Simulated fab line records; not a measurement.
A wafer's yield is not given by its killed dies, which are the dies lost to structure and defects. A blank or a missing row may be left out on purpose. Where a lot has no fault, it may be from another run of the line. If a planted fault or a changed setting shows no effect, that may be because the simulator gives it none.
2 desks looking at one fault || flow gf180mcu || what lay behind the numbers comes last; until then each desk has only its own

AT THE TOOL OWNER'S DESK: rie-diel-03
The tool's own readings at GF_M5_ETCH_09 (etches Si3N4 in CF4/O2, target depth 52 nm, time 11.6 s): means of the sampled wafers that have a number, for each lot that ran on this tool. The brackets show how far a lot's mean lies from the usual mean; more than 4 standard deviations puts the lot out of limits, marked OUT.
Columns: A = drypump-motor-current-A at GF_M5_ETCH_09, usual 5.7 A; B = oes-product-au at GF_M5_ETCH_09, usual 1.003 a.u.; C = throttle-valve-pct at GF_M5_ETCH_09, usual 5.973 %
{"lot": "L987", "first seen here": "day 28 07:30", "A": 5.8, "B": 1.000, "C": 5.966}
{"lot": "L989", "first seen here": "day 28 18:22", "A": 6.0, "B": 1.009, "C": 5.981}
{"lot": "L990", "first seen here": "day 29 06:28", "A": 5.7, "B": 1.001, "C": 5.972}
{"lot": "L992", "first seen here": "day 29 18:16", "A": 6.0, "B": 0.995, "C": 5.964}
{"lot": "L996", "first seen here": "day 30 21:13", "A": 6.0, "B": "1.065 (+4.4) OUT", "C": 5.997}
{"lot": "L998", "first seen here": "day 31 10:22", "A": 6.0, "B": 1.051, "C": 5.985}
This desk's finding: out of limits on L996; first on L996, day 30 21:13 (oes-product-au at GF_M5_ETCH_09). In limits: L987, L989, L990, L992, L998.

AT THE METROLOGY DESK
What the gauges read for every lot (on any tool): the sampled wafers with a number, averaged. The brackets show how far a lot's mean lies from the usual mean; more than 4 standard deviations puts the lot out of limits, marked OUT.
Columns: A = M3_ALCU_THK at GF_M3_THK_MEAS_06, usual 445 nm
{"lot": "L982", "first seen here": "day 20 08:52", "A": 442}
{"lot": "L983", "first seen here": "day 20 22:52", "A": 437}
{"lot": "L985", "first seen here": "day 21 21:22", "A": 450}
{"lot": "L987", "first seen here": "day 22 14:54", "A": 439}
{"lot": "L988", "first seen here": "day 23 04:55", "A": 449}
{"lot": "L989", "first seen here": "day 23 05:15", "A": 446}
{"lot": "L990", "first seen here": "day 23 20:05", "A": 441}
{"lot": "L992", "first seen here": "day 24 08:23", "A": 454}
{"lot": "L995", "first seen here": "day 25 06:11", "A": 446}
{"lot": "L996", "first seen here": "day 25 14:58", "A": 452}
{"lot": "L998", "first seen here": "day 26 07:07", "A": 442}
{"lot": "L104", "first seen here": "day 28 00:49", "A": 450}
{"lot": "L105", "first seen here": "day 28 09:57", "A": 440}
Result from this desk: across the 13 lots, nothing is out of limits.

BROUGHT TOGETHER
The tool owner's desk had the chance to raise an alarm at day 30 21:13 on L996.
At the metrology desk, nothing out of limits was observed.
The metrology desk has L996 on record, within its limits.
The lots listed all ran GF_M5_ETCH_09 on rie-diel-03.

WHAT THE SIMULATOR PUT IN
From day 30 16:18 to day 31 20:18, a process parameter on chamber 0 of rie-diel-03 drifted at GF_M5_ETCH_09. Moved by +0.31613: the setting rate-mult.
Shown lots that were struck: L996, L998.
How many hours passed from the start of the fault until each desk's first out-of-limits reading: the tool owner's desk, 5.
